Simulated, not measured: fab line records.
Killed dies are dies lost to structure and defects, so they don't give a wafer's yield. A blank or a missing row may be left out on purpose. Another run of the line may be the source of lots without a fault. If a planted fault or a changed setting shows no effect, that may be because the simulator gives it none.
Which tool was responsible? ; flow sky130 ; Sampling: 24 lots, 72 wafers, 6 of 708 route steps

## WHAT THE GAUGES SHOWED, per wafer
SKY_METAL1_OVL_MEAS_16. Usual: METAL1_OVL typically reads 3 nm, with standard deviation 5.9.
lot;measured;on;METAL1_OVL (nm);flag
L074;day 34 03:16;overlay-02;1 -1 7;
L075;day 34 07:00;overlay-02;-4 -2 5;
L076;day 34 11:20;overlay-02;3 4 5;
L077;day 35 06:11;overlay-01;-2 1 8;
L078;day 35 10:23;overlay-02;0 -9 2;
L079;day 35 12:41;overlay-01;-10 7 -10;
L080;day 35 17:07;overlay-01;5 1 4;
L081;day 36 14:23;overlay-02;7 -3 2;
L082;day 36 16:02;overlay-01;1 1 5;
L083;day 36 19:32;overlay-02;-4 -3 5;
L084;day 37 01:56;overlay-01;0 -3 11;
L085;day 37 17:34;overlay-02;6 5 12;
L086;day 37 21:59;overlay-02;1 1 1;
L087;day 38 02:53;overlay-02;1 5 6;
L088;day 38 04:11;overlay-02;-2 -1 0;
L089;day 38 19:07;overlay-02;-5 7 -6;
L090;day 38 22:38;overlay-01;11 5 15;
L091;day 39 04:32;overlay-02;-3 9 -3;
L092;day 39 05:48;overlay-02;-3 2 -9;
L093;day 39 19:53;overlay-01;9 13 5;
L094;day 39 23:41;overlay-01;6 9 -2;
L095;day 40 13:47;overlay-01;-2 13 1;
L096;day 40 14:44;overlay-01;9 2 12;
L097;day 40 23:02;overlay-02;1 -8 7;

SKY_VIA2_RS_MEAS_22: uses a four-point probe to measure. Usual: VIA2_W_RS typically reads 0.2739 ohm/sq, with standard deviation 0.0026.
lot;measured;on;VIA2_W_RS (ohm/sq);flag
L074;day 37 17:45;film metro-03;0.2734 0.2706 0.2725;
L075;day 37 21:33;film metro-04;0.2786 0.2733 0.2761;
L076;day 38 01:30;film metro-02;0.2742 0.2761 0.2714;
L077;day 38 18:59;film metro-02;0.2760 0.2780 0.2733;
L078;day 39 00:47;film metro-04;0.2775 0.2774 0.2759;
L079;day 39 02:50;film metro-02;0.2785 0.2809 0.2776;
L080;day 39 05:08;film metro-03;0.2756 0.2759 0.2754;
L081;day 40 02:11;film metro-03;0.2714 0.2729 0.2731;
L082;day 40 04:35;film metro-03;0.2745 0.2739 0.2756;
L083;day 40 05:56;film metro-03;0.2748 0.2761 0.2727;
L084;day 40 12:44;film metro-04;0.2747 0.2739 0.2727;
L085;day 41 04:01;film metro-04;0.2775 0.2726 0.2729;
L086;day 41 08:56;film metro-03;0.2778 0.2719 0.2776;
L087;day 41 12:56;film metro-02;0.2705 0.2702 0.2718;
L088;day 41 14:26;film metro-03;0.2730 0.2734 0.2728;
L089;day 42 03:22;film metro-04;0.2746 0.2714 0.2727;
L090;day 42 06:07;film metro-03;0.2742 0.2720 0.2782;
L091;day 42 13:19;film metro-03;0.2756 0.2748 0.2744;
L092;day 42 14:49;film metro-02;0.2711 0.2747 0.2740;
L093;day 43 04:21;film metro-03;0.2761 0.2713 0.2748;
L094;day 43 06:46;film metro-04;0.2687 0.2700 0.2691;
L095;day 43 18:45;film metro-04;0.2720 0.2738 0.2769;
L096;day 43 19:59;film metro-04;0.2750 0.2712 0.2712;
L097;day 44 07:11;film metro-02;0.2780 0.2740 0.2768;

SKY_VIA2_THK_MEAS_23: measures by xrf. Usual: VIA2_W_THK typically reads 396 nm, with standard deviation 5.2.
lot;measured;on;VIA2_W_THK (nm);flag
L074;day 37 17:52;film metro-03;399 404 398;
L075;day 37 21:39;film metro-04;386 395 390;
L076;day 38 01:37;film metro-02;394 391 395;
L077;day 38 19:07;film metro-02;390 386 396;
L078;day 39 00:53;film metro-04;387 391 387;
L079;day 39 02:57;film metro-02;388 384 389;
L080;day 39 05:15;film metro-03;402 400 403;
L081;day 40 02:16;film metro-03;403 401 398;
L082;day 40 04:41;film metro-03;395 396 396;
L083;day 40 06:04;film metro-03;396 394 399;
L084;day 40 12:52;film metro-04;390 390 390;
L085;day 41 04:08;film metro-04;393 400 399;
L086;day 41 09:04;film metro-03;395 402 396;
L087;day 41 13:02;film metro-02;401 403 399;
L088;day 41 14:32;film metro-03;402 405 403;
L089;day 42 03:29;film metro-04;390 399 393;
L090;day 42 06:13;film metro-03;394 398 389;
L091;day 42 13:26;film metro-03;395 397 395;
L092;day 42 14:54;film metro-02;397 390 389;
L093;day 43 04:28;film metro-03;395 400 393;
L094;day 43 06:52;film metro-04;404 404 405;
L095;day 43 18:52;film metro-04;402 397 395;
L096;day 43 20:06;film metro-04;395 402 401;
L097;day 44 07:18;film metro-02;390 394 390;

SKY_METAL3_CD_MEAS_13 targets a cd of 300 nm. Usual: cd nm 300.1 nm, standard deviation 1.2.
lot;measured;on;cd nm (nm);flag
L074;day 39 23:08;cd sem-01;301.1 300.5 300.8;
L075;day 40 02:46;cd sem-01;301.5 301.4 301.2;
L076;day 40 05:43;cd sem-02;299.3 298.7 297.8;
L077;day 40 22:41;cd sem-02;300.6 300.0 299.2;
L078;day 41 05:24;cd sem-02;301.2 300.0 301.3;
L079;day 41 06:44;cd sem-01;298.4 299.0 298.8;
L080;day 41 08:19;cd sem-01;303.1 302.5 302.8;
L081;day 42 04:44;cd sem-01;299.8 301.2 300.3;
L082;day 42 07:02;cd sem-01;299.7 301.1 300.3;
L083;day 42 09:49;cd sem-01;299.6 299.2 299.4;
L084;day 42 15:02;cd sem-01;299.2 300.3 300.1;
L085;day 43 05:34;cd sem-01;300.5 299.1 299.2;
L086;day 43 10:43;cd sem-01;299.5 298.3 299.4;
L087;day 43 14:38;cd sem-01;301.2 300.3 300.6;
L088;day 43 16:40;cd sem-01;301.3 300.7 301.4;
L089;day 44 05:34;cd sem-01;299.7 298.3 298.4;
L090;day 44 06:41;cd sem-01;299.8 299.9 299.9;
L091;day 44 13:23;cd sem-01;300.0 301.3 300.1;
L092;day 44 16:04;cd sem-01;299.3 299.7 298.6;
L093;day 45 05:41;cd sem-01;297.9 298.6 297.4;
L094;day 45 05:58;cd sem-01;300.9 299.8 300.8;
L095;day 45 23:33;cd sem-01;299.3 299.8 299.4;
L096;day 45 23:56;cd sem-01;301.7 301.3 300.5;
L097;day 46 05:53;cd sem-01;299.8 300.2 300.5;

## WHAT TOOL EACH LOT RAN ON (gives the tool, then ch and the chambers of the sampled wafers, and finally the start)
lot;SKY_CONTACT_CMP_27;SKY_VIA2_CMP_24
L074;cmp-02 ch 0,2,3, day 32 22:48;cmp-02 ch 0,2, day 37 18:14
L075;cmp-02 ch 0,2,3, day 33 02:42;cmp-01 ch 0,1,2, day 37 21:50
L076;cmp-02 ch 1,2,3, day 33 06:51;cmp-02 ch 0,1, day 38 01:41
L077;cmp-02 ch 0,1,3, day 34 02:11;cmp-02 ch 1,2,3, day 38 19:16
L078;cmp-01 ch 0,1, day 34 06:00;cmp-02 ch 2,3, day 39 01:43
L079;cmp-02 ch 1,2, day 34 09:09;cmp-02 ch 0,1, day 39 03:11
L080;cmp-02 ch 2,3, day 34 13:09;cmp-01 ch 2,3, day 39 05:21
L081;cmp-02 ch 2,3, day 35 10:18;cmp-01 ch 1,2, day 40 02:18
L082;cmp-02 ch 0,1,2, day 35 12:01;cmp-01 ch 0,3, day 40 04:47
L083;cmp-01 ch 0,1,3, day 35 16:20;cmp-01 ch 0,3, day 40 06:10
L084;cmp-01 ch 0,2,3, day 35 22:26;cmp-01 ch 0,1,3, day 40 12:55
L085;cmp-01 ch 0,2,3, day 36 14:54;cmp-02 ch 0,2,3, day 41 04:30
L086;cmp-01 ch 0,1,3, day 36 18:35;cmp-02 ch 0,2,3, day 41 09:10
L087;cmp-01 ch 2,3, day 36 23:45;cmp-02 ch 0,2,3, day 41 13:05
L088;cmp-02 ch 0,2,3, day 37 00:04;cmp-02 ch 0,1,3, day 41 14:41
L089;cmp-01 ch 1,2,3, day 37 16:34;cmp-02 ch 0,1,2, day 42 03:33
L090;cmp-02 ch 1,2,3, day 37 19:32;cmp-02 ch 0,1,2, day 42 06:34
L091;cmp-02 ch 1,2, day 38 01:59;cmp-02 ch 0,1,2, day 42 13:32
L092;cmp-01 ch 0,1,2, day 38 03:31;cmp-02 ch 0,1,3, day 42 15:02
L093;cmp-01 ch 0,1,2, day 38 16:56;cmp-02 ch 0,1,3, day 43 04:44
L094;cmp-02 ch 0,1,2, day 38 21:59;cmp-01 ch 2,3, day 43 06:55
L095;cmp-02 ch 2,3, day 39 12:20;cmp-01 ch 1,3, day 43 18:59
L096;cmp-01 ch 0,2,3, day 39 13:14;cmp-01 ch 1,2,3, day 43 20:12
L097;cmp-01 ch 0,1,2, day 39 21:43;cmp-01 ch 0,1,2, day 44 07:27
- SKY_CONTACT_CMP_27: polishes, stops on SiO2, t overpolish 15 s, target thk 0 nm.
- SKY_VIA2_CMP_24: polishes, stops on SiO2, t overpolish 20 s, target thk 0 nm.

## AS READ BY THE TOOLS THEMSELVES (means over the sampled wafers that have a number; for cases with no such wafer, the mark the record gives instead)
SKY_CONTACT_CMP_27. Usual: head pressure psi 3.500 psi, standard deviation 0.0076; motor current A 11.0 A, standard deviation 1.2; overpolish run s 15.000 s, standard deviation 0.0085; time to endpoint s 82 s, standard deviation 3.2.
lot;tool;head pressure psi (psi);motor current A (A);overpolish run s (s);time to endpoint s (s);flag
L074;cmp-02;3.506;11.6;15.002;82;
L075;cmp-02;3.508;11.7;15.001;80;
L076;cmp-02;3.502;11.7;15.003;78;
L077;cmp-02;3.502;10.4;14.992;83;
L078;cmp-01;3.507;9.6;15.000;80;
L079;cmp-02;3.494;11.6;14.999;80;
L080;cmp-02;3.503;11.5;14.996;84;
L081;cmp-02;3.499;11.9;15.001;82;
L082;cmp-02;3.503;11.5;14.993;79;
L083;cmp-01;3.510;10.2;15.006;81;
L084;cmp-01;3.502;10.6;15.004;82;
L085;cmp-01;3.507;10.5;14.995;84;
L086;cmp-01;3.496;10.4;14.998;85;
L087;cmp-01;3.503;11.3;15.000;87;
L088;cmp-02;3.494;11.6;15.000;82;
L089;cmp-01;3.502;11.0;14.997;81;
L090;cmp-02;3.496;11.8;15.000;84;
L091;cmp-02;3.501;11.0;14.997;79;
L092;cmp-01;3.496;9.9;14.997;81;
L093;cmp-01;3.501;10.1;15.003;77;
L094;cmp-02;3.494;11.3;15.005;76;
L095;cmp-02;3.494;12.4;15.005;80;
L096;cmp-01;3.500;10.3;15.003;87;
L097;cmp-01;3.502;10.2;15.001;83;

SKY_VIA2_CMP_24. Usual: head pressure psi 3.500 psi, standard deviation 0.0076; motor current A 11.0 A, standard deviation 1.2; overpolish run s 20.000 s, standard deviation 0.0087; time to endpoint s 102 s, standard deviation 4.2.
lot;tool;head pressure psi (psi);motor current A (A);overpolish run s (s);time to endpoint s (s);flag
L074;cmp-02;3.495;11.9;19.997;102;
L075;cmp-01;3.504;10.0;19.997;99;
L076;cmp-02;3.494;11.0;20.003;99;
L077;cmp-02;3.501;11.3;19.994;95;
L078;cmp-02;3.495;11.8;20.012;97;
L079;cmp-02;3.500;10.3;19.998;90;
L080;cmp-01;3.499;11.2;19.999;104;
L081;cmp-01;3.503;10.7;20.010;104;
L082;cmp-01;3.496;10.9;20.001;106;
L083;cmp-01;3.496;9.7;20.001;103;
L084;cmp-01;3.502;10.0;20.000;102;
L085;cmp-02;3.515;11.9;20.000;101;
L086;cmp-02;3.504;11.7;19.999;99;
L087;cmp-02;3.503;11.7;20.000;104;
L088;cmp-02;3.503;10.9;19.993;102;
L089;cmp-02;3.493;11.3;19.994;103;
L090;cmp-02;3.498;11.7;20.001;100;
L091;cmp-02;3.505;11.3;20.003;101;
L092;cmp-02;3.503;10.5;19.999;103;
L093;cmp-02;3.498;10.6;20.002;99;
L094;cmp-01;3.499;10.8;20.001;109;
L095;cmp-01;3.505;11.0;19.999;105;
L096;cmp-01;3.497;11.1;20.007;105;
L097;cmp-01;3.494;10.2;19.999;102;

## THE ANSWER, worked out from the rows above alone
Rule: a lot counts as off when the mean over its wafers that have a number is more than 3 standard deviations away from the usual mean. A lot without any number at a reading at which 4 lots or more have one is off too. Where the step has rows for the other lots, those lots are counted as sound. After the gauges, taken in route order, come the tools' own readings; for these a lot's mean is taken, as printed above. At the first step where some lot is off, the reading lying furthest off is the one used; lots without a number count as furthest.
No lot is off at any reading shown: from this, nothing can be told.

## WHAT THE SIMULATOR HAD PUT IN
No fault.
